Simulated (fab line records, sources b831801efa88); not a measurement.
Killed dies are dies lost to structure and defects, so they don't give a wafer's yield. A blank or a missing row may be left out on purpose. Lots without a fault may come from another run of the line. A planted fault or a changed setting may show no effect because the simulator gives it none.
Which tool did it? | flow sky130 | 7 lots, 21 wafers sampled, at 2 steps of a route of 708

WHAT THE GAUGES READ, wafer by wafer
SKY_SD_P_CD_MEAS_07: target cd 380 nm.
lot  | measured     | on        | cd_nm (nm)
L171 | day 26 00:32 | cd_sem-01 | 385.9 378.3 378.5
L173 | day 26 17:34 | cd_sem-01 | 382.8 377.5 382.1
L176 | day 28 01:25 | cd_sem-02 | 379.8 381.0 381.5
L178 | day 28 19:01 | cd_sem-02 | 378.1 376.9 377.0
L180 | day 29 08:50 | cd_sem-02 | 375.1 379.4 380.1
L185 | day 31 01:22 | cd_sem-02 | 377.0 379.5 380.1
L187 | day 31 14:33 | cd_sem-02 | 473.6 475.1 474.3

WHICH TOOL RAN EACH LOT (tool, then ch and the chambers of the sampled wafers, then the start)
lot  | SKY_SD_P_COAT_02
L171 | litho_track-01 ch 0, day 25 09:52
L173 | litho_track-03 ch 0, day 26 03:03
L176 | litho_track-04 ch 0, day 27 10:55
L178 | litho_track-04 ch 0, day 28 04:30
L180 | litho_track-04 ch 0, day 28 18:28
L185 | litho_track-04 ch 0, day 30 10:54
L187 | litho_track-01 ch 0, day 31 00:28
- SKY_SD_P_COAT_02: resist thk 1140 nm.

THE ANSWER, worked out from the rows above alone
Rule: what is usual is taken from the lots themselves. Put in order of their means at a reading, lots are off if they are a third of the lots or fewer, leave a main group of 4 or more, and stand apart from it by a gap of 3 or more times the standard deviation of the main group's means; of several such gaps the widest counts. A main group whose means are all the same, to the digits that the tables above print for the reading, isn't used. A lot without any number at a reading at which 4 lots or more have one is off too. The other lots that the step has rows for count as sound.
Off: L187, at SKY_SD_P_CD_MEAS_07 (cd_nm). The main group: mean 379.5 nm, standard deviation 1.4.
A tool fits if, at a process step before that reading, it ran every lot that is off, and no sound lot after the first of them. The gauges at SKY_SD_P_CD_MEAS_07 are tried like those tools. Can't be told from this: 2 tools fit, litho_track-01 at SKY_SD_P_COAT_02, cd_sem-02 at SKY_SD_P_CD_MEAS_07.

WHAT THE SIMULATOR HAD PUT IN
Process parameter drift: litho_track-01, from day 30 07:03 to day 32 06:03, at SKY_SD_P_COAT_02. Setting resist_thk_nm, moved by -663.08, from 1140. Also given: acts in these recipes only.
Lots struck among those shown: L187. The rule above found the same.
